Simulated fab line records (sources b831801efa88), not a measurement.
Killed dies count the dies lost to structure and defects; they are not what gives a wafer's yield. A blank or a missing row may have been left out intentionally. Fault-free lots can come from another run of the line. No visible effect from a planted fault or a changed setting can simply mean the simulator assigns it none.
fab line records	flow sky130
record: lots: 6	wafers: 18	last-day: 49
route steps=708 shown LDD_HVP@287 LDD_LDN@289 PAD_OPEN@708
lots that met no fault: from a run of the same line without faults
start-h: hours from the record's opening day to when the first of the lot's shown wafers began	wait-h: hours since the lot's step before	" the same as in the row above	L1.1+2: several wafers, shown together as one row	- no value, or no start given	* or withheld: withheld	< > ~ a bound
route shown NAME@n: names a module that has steps shown in the file, with the first one's number in the route	usual: average and standard deviation across the fault-free wafers	same: alike in all rows	chamber/n: place in a boat	sites: each site's reading	_std_site: their standard deviation	_edge_site: mean of outer sites minus mean of inner sites	radius-mm: how far each site lies from the wafer's centre	mask NAME#n: copy n	behind: the last tool/chamber to shape the wafer	hold: cause of the lot's hold/its duration in hours/its outcome	device: transistor that didn't switch, given as n, p or np	end of line: the route-end tests of the same wafers	a step given without rows: its recipe and nothing more	killed: dies lost to structure and defects at the first sort, not the wafer's yield	map: per-die view of a wafer (x killed, . not killed, _ where there is no die)
set.NAME: the run value of the setting; set.NAME@STEP: its run value at that earlier step	model.NAME: the simulator's own value behind a step, which no gauge read
lots at selected steps of the route; one table per step, one row per wafer
services: the hour from which a tool's chamber was out of use, counted from the record's first day as start-h (under 0 if before that day), plus the number of hours and why
== steps ==
step: SKY_LDD_HVP_STRIP_09
recipe: chemistry: O2/N2	power-w: 1400	pressure-mtorr: 1500	platen-temp-c: withheld	o2-flow-sccm: 3000	n2-flow-sccm: 300	overash-fraction: 0.5
usual: drypump-motor-current-A: 6.13/0.22	oes-product-au: 0.409/0.0047	strip-time-to-endpoint-s: 4.132/0.016
lot.wafer	tool	chamber	start-h	wait-h	drypump-motor-current-A	oes-product-au	rf-hours-counter-h	strip-time-to-endpoint-s
L626.2	plasma-asher-04	1	482.83	0.1	6.27	0.408	78	4.137
L626.4	"	1	"	"	6.28	0.408	-	4.157
L626.6	"	0	"	"	6.00	0.412	-	4.106
L632.1	plasma-asher-01	1	558.20	0.1	6.07	0.418	72	4.136
L632.5	"	0	"	"	6.14	0.402	-	4.144
L632.6	"	1	"	"	6.10	0.402	-	4.116
L637.2	plasma-asher-04	0	604.16	0.1	5.95	0.408	93	4.132
L637.3	"	0	"	"	5.96	0.412	-	4.149
L637.5	"	0	"	"	6.00	0.403	-	4.148
L639.1	plasma-asher-03	1	619.55	0.1	5.79	0.411	46	4.119
L639.4	"	1	"	"	5.81	0.410	-	4.132
L639.6	"	1	"	"	5.78	0.411	-	4.135
L642.2	plasma-asher-01	0	634.51	0.1	6.15	0.402	80	4.116
L642.4	"	1	"	"	6.10	0.402	-	4.115
L642.6	"	0	"	"	6.16	0.405	-	4.123
L645.1	plasma-asher-04	1	656.21	0.1	6.30	0.403	99	4.151
L645.2	"	0	"	"	5.97	0.406	99	4.142
L645.6	"	0	"	"	6.02	0.409	-	4.128
step: SKY_LDD_HVP_TW_MEAS_10
usual: LDD_HVP_TW: 460/9.6
lot.wafer	tool	chamber	start-h	wait-h	LDD_HVP_TW
L626.2	film-metro-01	-	482.94	0.1	455
L626.4	"	-	"	"	454
L626.6	"	-	"	"	457
L632.1	film-metro-02	-	558.30	0.1	475
L632.5	"	-	"	"	474
L632.6	"	-	"	"	476
L637.2	film-metro-02	-	604.27	0.1	471
L637.3	"	-	"	"	475
L637.5	"	-	"	"	473
L639.1	film-metro-04	-	619.65	0.1	454
L639.4	"	-	"	"	452
L639.6	"	-	"	"	455
L642.2	film-metro-01	-	634.62	0.1	455
L642.4	"	-	"	"	455
L642.6	"	-	"	"	452
L645.1	film-metro-02	-	656.31	0.1	470
L645.2	"	-	"	"	474
L645.6	"	-	"	"	470
step: SKY_LDD_LDN_DEHYDRATE_00
recipe: temp-c: 200	time-s: 60
step: SKY_LDD_LDN_HMDS_01
recipe: prime-time-s: 60	prime-temp-c: 120
step: SKY_LDD_LDN_COAT_02
recipe: resist: NOVOLAK	spin-rpm: 3000	resist-thk-nm: 1140
step: SKY_LDD_LDN_SOFTBAKE_03
recipe: temp-c: 90	time-s: 60	resist: NOVOLAK
step: SKY_LDD_LDN_EXPOSE_04
recipe: mask-id: LDNTM	na: 0.6	source-shape: conventional	sigma-outer: 0.6	polarization: unpolarized	target-cd-nm: 700	dose-mj: 140
step: SKY_LDD_LDN_PEB_05
recipe: temp-c: withheld	time-s: *	resist: NOVOLAK
step: SKY_LDD_LDN_DEVELOP_06
recipe: resist: NOVOLAK	developer: TMAH	develop-time-s: 60	dev-temp-c: 23
step: SKY_LDD_LDN_OVL_MEAS_07
usual: LDD_LDN_OVL: -1.5/1.4
lot.wafer	tool	chamber	start-h	wait-h	LDD_LDN_OVL[nm]
L626.2	overlay-02	-	513.68	0.1	-1.1
L626.4	"	-	"	"	-0.4
L626.6	"	-	"	"	0.8
L632.1	overlay-01	-	587.87	0.1	-2.9
L632.5	"	-	"	"	-1.4
L632.6	"	-	"	"	-2.5
L637.2	overlay-01	-	633.52	0.1	-3.2
L637.3	"	-	"	"	-3.9
L637.5	"	-	"	"	-1.3
L639.1	overlay-02	-	648.07	0.1	-4.2
L639.4	"	-	"	"	-2.8
L639.6	"	-	"	"	-3.5
L642.2	overlay-01	-	662.12	0.1	-2.1
L642.4	"	-	"	"	-1.0
L642.6	"	-	"	"	-2.2
L645.1	overlay-02	-	684.02	0.1	-1.7
L645.2	"	-	"	"	-3.9
L645.6	"	-	"	"	-1.4
step: SKY_LDD_LDN_IMPLANT_08
recipe: species: As	energy-kev: 15	dose-cm2: 1.25e+13	tilt-deg: withheld	rotation-deg: 23
step: SKY_LDD_LDN_IMPLANT_09
recipe: species: As	energy-kev: 15	dose-cm2: 1.25e+13	tilt-deg: withheld	rotation-deg: 113
step: SKY_LDD_LDN_IMPLANT_10
recipe: species: As	energy-kev: 15	dose-cm2: 1.25e+13	tilt-deg: withheld	rotation-deg: 203
usual: end-station-pressure-torr: 5.12e-06/2.5e-07	rotation-deg: 202.99/0.047
lot.wafer	tool	chamber	start-h	wait-h	end-station-pressure-torr	rotation-deg
L626.2	implanter-02	0	514.03	0.1	5.62e-06	203.04
L626.4	"	0	"	"	5.16e-06	202.99
L626.6	"	0	"	"	5.53e-06	203.02
L632.1	implanter-02	0	588.21	0.1	5.03e-06	203.04
L632.5	"	0	"	"	5.37e-06	202.97
L632.6	"	0	"	"	5.04e-06	202.95
L637.2	implanter-02	0	633.96	0.1	5.12e-06	202.99
L637.3	"	0	"	"	4.7e-06	203.03
L637.5	"	0	"	"	5.35e-06	203.00
L637.2	implanter-02	0	634.41	0.4	5.2e-06	203.02
L637.3	"	0	"	"	5.12e-06	202.96
L637.5	"	0	"	"	4.5e-06	202.96
L639.1	implanter-01	0	648.40	0.1	5.5e-06	203.04
L639.4	"	0	"	"	5.3e-06	202.91
L639.6	"	0	"	"	5.4e-06	203.08
L639.1	implanter-01	0	648.72	0.3	5.05e-06	203.05
L639.4	"	0	"	"	5.47e-06	202.96
L639.6	"	0	"	"	5.14e-06	203.17
L642.2	implanter-01	0	662.48	0.1	4.87e-06	203.03
L642.4	"	0	"	"	5.06e-06	203.06
L642.6	"	0	"	"	5.24e-06	202.92
L645.1	implanter-01	0	684.35	0.1	5.49e-06	202.94
L645.2	"	0	"	"	5.03e-06	203.05
L645.6	"	0	"	"	5.32e-06	202.98
step: SKY_LDD_LDN_IMPLANT_11
recipe: species: As	energy-kev: 15	dose-cm2: 1.25e+13	tilt-deg: withheld	rotation-deg: 293
step: SKY_LDD_LDN_STRIP_12
recipe: chemistry: O2/N2	power-w: 1400	pressure-mtorr: 1500	platen-temp-c: withheld	o2-flow-sccm: 3000	n2-flow-sccm: 300	overash-fraction: 0.5
usual: drypump-motor-current-A: 6.02/0.28	oes-product-au: 0.715/0.0047	strip-time-to-endpoint-s: 14.15/0.046
lot.wafer	tool	chamber	start-h	wait-h	drypump-motor-current-A	oes-product-au	rf-hours-counter-h	strip-time-to-endpoint-s
L626.2	plasma-asher-04	0	514.31	0.1	6.03	0.713	82	14.12
L626.4	"	0	"	"	6.05	0.718	-	14.12
L626.6	"	1	"	"	6.30	0.715	-	14.14
L632.1	plasma-asher-04	0	588.51	0.1	5.99	0.723	91	14.26
L632.5	"	1	"	"	6.29	0.714	-	14.20
L632.6	"	0	"	"	6.00	0.709	-	14.18
L637.2	plasma-asher-02	0	634.83	0.3	5.94	0.712	21	14.09
L637.3	"	0	"	"	5.93	0.715	-	14.13
L637.5	"	0	"	"	5.94	0.714	-	14.13
L639.1	plasma-asher-04	1	649.02	0.1	6.29	0.715	98	14.12
L639.4	"	1	"	"	6.27	0.723	-	14.16
L639.6	"	0	"	"	5.99	0.709	-	14.13
L642.2	plasma-asher-03	1	662.75	0.1	5.77	0.724	50	14.18
L642.4	"	0	"	"	6.46	0.713	-	14.21
L642.6	"	1	"	"	5.78	0.715	-	14.19
L645.1	plasma-asher-02	1	684.65	0.1	5.49	0.711	25	14.10
L645.2	"	0	"	"	5.94	0.716	25	14.06
L645.6	"	1	"	"	5.50	0.716	-	14.07
step: SKY_LDD_LDN_TW_MEAS_13
usual: LDD_LDN_TW: 1464/8.3
lot.wafer	tool	chamber	start-h	wait-h	LDD_LDN_TW
L626.2	film-metro-03	-	514.42	0.1	1480
L626.4	"	-	"	"	1481
L626.6	"	-	"	"	1479
L632.1	film-metro-03	-	588.61	0.1	1465
L632.5	"	-	"	"	1465
L632.6	"	-	"	"	1465
L637.2	film-metro-03	-	634.94	0.1	1551
L637.3	"	-	"	"	1559
L637.5	"	-	"	"	1553
L639.1	film-metro-01	-	649.12	0.1	1571
L639.4	"	-	"	"	1551
L639.6	"	-	"	"	1557
L642.2	film-metro-03	-	662.86	0.1	1453
L642.4	"	-	"	"	1455
L642.6	"	-	"	"	1453
L645.1	film-metro-04	-	684.75	0.1	1472
L645.2	"	-	"	"	1469
L645.6	"	-	"	"	1463
step: SKY_LDD_LDN_CLEAN_14
recipe: chemistry: SC1/SC2	mix: 1:4:20	temp-c: 70	time-s: 150	dry: n2-spin
step: SKY_PAD_OPEN_PROBE_99
usual: killed_at_M0_to_M3: 44/7.3	killed_at_M4_up: 3.1/1.9	killed-at-contacts: 24/5.3	killed-at-front-end: 15/4	killed-at-other: 0.4/0.6	killed-dies: 86/9.2	killed-on-rim: 17/3.5	killed-open: 47/6.9	killed-short: 39/6.9
same: gross-dies: 492	killed-at-back-side: 0
lot.wafer	tool	chamber	start-h	wait-h	killed_at_M0_to_M3	killed_at_M4_up	killed-at-contacts	killed-at-front-end	killed-at-other	killed-dies	killed-on-rim	killed-open	killed-short	model.etest.tip-sonos.rs-ohm-sq
L626.2	prober-02	-	1067.78	0.1	66	2	17	15	2	102	16	55	47	2711
L626.4	prober-02	-	1067.88	0.2	46	2	27	23	0	98	20	61	37	2739
L626.6	prober-02	-	1067.98	0.2	46	4	20	12	1	83	15	54	29	2712
L632.1	prober-02	-	1115.76	0.1	31	0	25	13	0	69	16	45	24	2706
L632.5	prober-02	-	1115.96	0.2	49	0	21	20	0	90	23	41	49	2681
L632.6	prober-02	-	1116.01	0.2	32	3	21	13	0	69	12	39	30	2668
L637.2	prober-02	-	1143.69	0.1	43	1	20	15	1	80	15	35	43	2286
L637.3	prober-02	-	1143.74	0.2	46	4	27	17	1	95	16	57	38	2268
L637.5	prober-02	-	1143.84	0.2	47	3	26	11	0	87	10	46	40	2274
L639.1	prober-02	-	1154.71	0.1	43	2	29	19	1	94	20	43	51	2448
L639.4	prober-02	-	1154.86	0.2	47	2	18	17	0	84	20	48	35	2475
L639.6	prober-02	-	1154.96	0.2	43	5	32	19	0	99	18	57	42	2489
L642.2	prober-02	-	1167.45	0.1	54	4	28	13	1	100	22	66	33	2634
L642.4	prober-02	-	1167.55	0.2	50	5	15	17	0	87	14	41	45	2594
L642.6	prober-02	-	1167.65	0.2	46	1	31	12	0	90	21	49	41	2596
L645.1	prober-02	-	1178.09	0.1	43	3	21	13	1	81	18	44	37	2672
L645.2	prober-02	-	1178.14	0.1	34	2	26	11	0	73	17	41	32	2705
L645.6	prober-02	-	1178.34	0.2	31	4	27	14	1	77	13	50	26	2660
killed by level:class
L626.2 VIA1:geometric-particle:open=19 VIA2:geometric-particle:open=9 METAL3:geometric-particle:short=7 LI_CONTACT:geometric-particle:open=7 VIA3:geometric-particle:open=6 VIA2:geometric-particle:short=6 VIA3:geometric-particle:short=6 CONTACT:geometric-particle:open=5
L626.4 VIA1:geometric-particle:open=13 LI_CONTACT:geometric-particle:open=11 CONTACT:geometric-particle:open=10 FIELD_ISO:geometric-particle:open=8 VIA2:geometric-particle:open=8 FIELD_ISO:geometric-particle:short=6 VIA1:geometric-particle:short=6 VIA3:geometric-particle:open=5
L626.6 VIA1:geometric-particle:open=13 VIA3:geometric-particle:open=9 CONTACT:geometric-particle:open=8 VIA2:geometric-particle:open=7 LI_CONTACT:geometric-particle:open=6 POLY_GATE:geometric-particle:short=5 VIA1:geometric-particle:short=5 LOCAL_INTERCONNECT:geometric-particle:short=4
L632.1 VIA1:geometric-particle:open=10 LI_CONTACT:geometric-particle:open=8 CONTACT:geometric-particle:open=8 METAL2:geometric-particle:short=5 VIA3:geometric-particle:open=5 FIELD_ISO:geometric-particle:open=3 POLY_GATE:geometric-particle:short=3 LOCAL_INTERCONNECT:geometric-particle:open=3
L632.5 CONTACT:geometric-particle:open=8 METAL1:geometric-particle:short=8 METAL2:geometric-particle:short=8 VIA2:geometric-particle:open=7 VIA2:geometric-particle:short=6 POLY_GATE:geometric-particle:short=5 LI_CONTACT:geometric-particle:open=5 VIA3:geometric-particle:open=5
L632.6 CONTACT:geometric-particle:open=9 VIA1:geometric-particle:open=7 CONTACT:geometric-particle:short=5 VIA2:geometric-particle:open=5 VIA3:geometric-particle:open=5 POLY_GATE:geometric-particle:open=4 FIELD_ISO:geometric-particle:short=3 LI_CONTACT:geometric-particle:open=3
L637.2 VIA1:geometric-particle:open=8 VIA2:geometric-particle:short=7 VIA3:geometric-particle:open=6 CONTACT:geometric-particle:open=5 METAL2:geometric-particle:short=5 CONTACT:geometric-particle:short=5 VIA2:geometric-particle:open=5 FIELD_ISO:geometric-particle:open=4
L637.3 CONTACT:geometric-particle:open=12 VIA2:geometric-particle:open=10 VIA1:geometric-particle:open=10 METAL1:geometric-particle:short=10 FIELD_ISO:geometric-particle:open=6 VIA3:geometric-particle:open=6 LI_CONTACT:geometric-particle:short=4 LOCAL_INTERCONNECT:geometric-particle:short=4
L637.5 VIA2:geometric-particle:open=11 VIA1:geometric-particle:open=8 LI_CONTACT:geometric-particle:open=7 CONTACT:geometric-particle:short=7 VIA3:geometric-particle:open=7 LOCAL_INTERCONNECT:geometric-particle:short=5 METAL1:geometric-particle:short=5 FIELD_ISO:geometric-particle:open=4
L639.1 CONTACT:geometric-particle:open=10 VIA2:geometric-particle:open=8 VIA3:geometric-particle:open=7 FIELD_ISO:geometric-particle:short=6 CONTACT:geometric-particle:short=6 VIA1:geometric-particle:open=6 VIA3:geometric-particle:short=6 LOCAL_INTERCONNECT:geometric-particle:short=5
L639.4 VIA2:geometric-particle:open=13 VIA1:geometric-particle:open=8 FIELD_ISO:geometric-particle:open=6 LI_CONTACT:geometric-particle:open=6 VIA2:geometric-particle:short=6 CONTACT:geometric-particle:open=5 METAL1:geometric-particle:short=5 CONTACT:geometric-particle:short=4
L639.6 LI_CONTACT:geometric-particle:open=12 CONTACT:geometric-particle:open=10 VIA1:geometric-particle:open=7 VIA1:geometric-particle:short=6 VIA2:geometric-particle:open=6 VIA3:geometric-particle:open=6 FIELD_ISO:geometric-particle:open=4 CONTACT:geometric-particle:short=4
L642.2 VIA1:geometric-particle:open=19 CONTACT:geometric-particle:open=12 LI_CONTACT:geometric-particle:open=8 VIA1:geometric-particle:short=7 POLY_GATE:geometric-particle:open=6 METAL2:geometric-particle:short=6 VIA3:geometric-particle:open=6 METAL1:geometric-particle:short=4
L642.4 VIA3:geometric-particle:open=10 VIA1:geometric-particle:open=10 METAL2:geometric-particle:short=8 VIA1:geometric-particle:short=6 VIA2:geometric-particle:open=5 FIELD_ISO:geometric-particle:short=4 POLY_GATE:geometric-particle:short=4 POLY_GATE:geometric-particle:open=4
L642.6 VIA1:geometric-particle:open=13 VIA1:geometric-particle:short=12 CONTACT:geometric-particle:open=11 LI_CONTACT:geometric-particle:open=7 POLY_GATE:geometric-particle:open=6 VIA3:geometric-particle:open=5 LOCAL_INTERCONNECT:geometric-particle:short=5 CONTACT:geometric-particle:short=5
L645.1 VIA1:geometric-particle:open=11 METAL2:geometric-particle:short=7 VIA3:geometric-particle:open=7 CONTACT:geometric-particle:open=6 FIELD_ISO:geometric-particle:short=5 POLY_GATE:geometric-particle:open=5 LOCAL_INTERCONNECT:geometric-particle:short=5 VIA2:geometric-particle:open=5
L645.2 CONTACT:geometric-particle:open=13 VIA1:geometric-particle:short=6 VIA1:geometric-particle:open=6 VIA3:geometric-particle:open=5 LOCAL_INTERCONNECT:geometric-particle:short=5 CONTACT:geometric-particle:short=5 VIA2:geometric-particle:open=3 FIELD_ISO:geometric-particle:short=3
L645.6 VIA1:geometric-particle:open=9 VIA2:geometric-particle:open=7 LI_CONTACT:geometric-particle:open=7 CONTACT:geometric-particle:open=7 FIELD_ISO:geometric-particle:open=6 LOCAL_INTERCONNECT:geometric-particle:short=5 VIA3:geometric-particle:open=5 POLY_GATE:geometric-particle:open=4
== services ==
tool	chamber	start-h	hours	kind
plasma-asher-01	-	479.91	14.6	pm
plasma-asher-02	-	499.69	2.0	repair
implanter-02	-	522.17	3.8	pm
plasma-asher-01	-	532.70	1.3	repair
plasma-asher-03	-	535.49	34.0	repair
implanter-02	-	535.75	7.6	repair
plasma-asher-01	-	547.79	10.0	pm
plasma-asher-02	-	560.78	0.3	repair
plasma-asher-02	-	586.21	9.7	repair
plasma-asher-03	-	606.07	7.9	repair
plasma-asher-02	-	610.76	11.4	repair
implanter-01	-	668.99	2.9	pm
implanter-02	-	679.75	21.2	repair
plasma-asher-02	-	682.81	1.2	repair
== key ==
first-sign: step: SKY_LDD_LDN_IMPLANT_10	reading: visit	direction: added
effect: step: SKY_LDD_LDN_TW_MEAS_13	reading: LDD_LDN_TW	direction: up	sigmas: 11	usual: 1464	struck: 1557
model-effect: step: SKY_PAD_OPEN_PROBE_99	value: etest.tip-sonos.rs-ohm-sq	without: 2697	struck: 2373
met-at SKY_LDD_LDN_IMPLANT_10
struck-wafers L637.2,L637.3,L637.5,L639.1,L639.4,L639.6
tester-left-out L637,L639
fault: kind: repeated-step-whole	tool: implanter-01,implanter-02,implanter-04	chamber: -	onset-h: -	steps: SKY_LDD_LDN_IMPLANT_10	times: 1	scope: struck-lots-only
tester-left-out: of these lots the tester's yield and bins aren't shown, on N5 and GAA mostly nor the transistor test; their killed dies are dies lost to structure and defects alone, not to doping, threshold or leakage, so they don't give the yield
